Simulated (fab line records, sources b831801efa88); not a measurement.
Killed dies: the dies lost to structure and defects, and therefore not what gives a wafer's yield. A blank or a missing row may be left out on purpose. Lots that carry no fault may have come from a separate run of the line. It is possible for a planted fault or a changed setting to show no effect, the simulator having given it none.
Problem report in the 8D (eight disciplines) form, filled by code    flow gf180mcu    the parts of the form that need people (team, actions taken, sign-off) are left out

== 1. THE PROBLEM ==
Mean of strip time to endpoint s at GF_DUAL_GATE_STRIP_13: 11.97 s across 3 wafers in 3 lots; on wafers with no fault it is 12.63 s (standard deviation 0.033). That is -20 standard deviations from the usual mean.
The step: strips in O2/N2.
Earliest sighting: wafer L444.3 on plasma asher-04 at day 11 03:01. The record holds 33 wafers of 12 lots with a number at this step. Rule for "out", or "out of limits": more than 4 standard deviations from the usual mean. The rest of the wafers with a number are treated as sound.

== 2. WHAT IT IS, WHAT IT ISN'T ==
question                     is                                is not
which readings at this step  strip time to endpoint s          chamber pressure mTorr, drypump motor current A, heater power w, oes product au
which lots                   L444, L445, L447                  L435, L436, L438, L448, L452, L454, L455, L456, L458
which wafers of those lots   L444.3, L445.3, L447.3            L444.5, L445.1, L447.1
read on which tools          plasma asher-01, plasma asher-04  plasma asher-02
when                         from day 11 03:01                 up to then (10 sound wafers); but 20 sound wafers of L445, L447, L448, L452, L454, L455, L456, L458 came after

== 3. THE SUSPECTS, EACH WITH WHAT RULES IT OUT ==
Counting: a tool at a process step up to the reading stays a suspect if it ran every lot that is out. Sound lots after the first of them don't rule it out here, since some wafers of a struck lot are sound.
- litho track-03 at GF_DUAL_GATE_COAT_06 (resist thk 1000 nm): kept. It ran every lot that is out, first L444 (day 10 17:31); its last sound lot up to then is L435 (day 7 22:40).
Remaining after the count: litho track-03 at GF_DUAL_GATE_COAT_06.

== 4. THE CAUSE (what the simulator had put in) ==
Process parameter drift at GF_DUAL_GATE_COAT_06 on litho track-03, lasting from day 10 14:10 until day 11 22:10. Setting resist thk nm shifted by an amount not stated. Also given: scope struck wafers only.
This tool alone remained once counting was done.

== 5. SEQUENCE OF EFFECTS, ordered by route ==
One row per reading whose mean, taken over the struck wafers that have a number, lies over 3 standard deviations from the usual. Scope: only readings with a usual standard deviation given in the record; hours: median across lots of the time from each lot's start at the first step in this table that gives one to its start at this step; sigmas: change in usual standard deviations.
hours  step                   reading                   usual    on struck wafers  change  sigmas
0      GF_DUAL_GATE_STRIP_13  strip time to endpoint s  12.63 s  11.97             -0.66   -20
Its process steps:
- GF_DUAL_GATE_STRIP_13: strips in O2/N2.
At these later measuring or inspecting steps, every struck wafer for which the step has a row has a number for every such reading, and none has moved that far: GF_V1_THK_MEAS_03.

== 6. HOW IT WOULD HAVE BEEN CAUGHT EARLIER ==
In this record no reading fell out of limits until day 11 03:01, 13 hours after the fault had begun at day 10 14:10.
Lots out: 3; of these, L447 started GF_DUAL_GATE_COAT_06 on litho track-03 after day 11 03:01. Had the tool been put on hold then, it would have been spared.
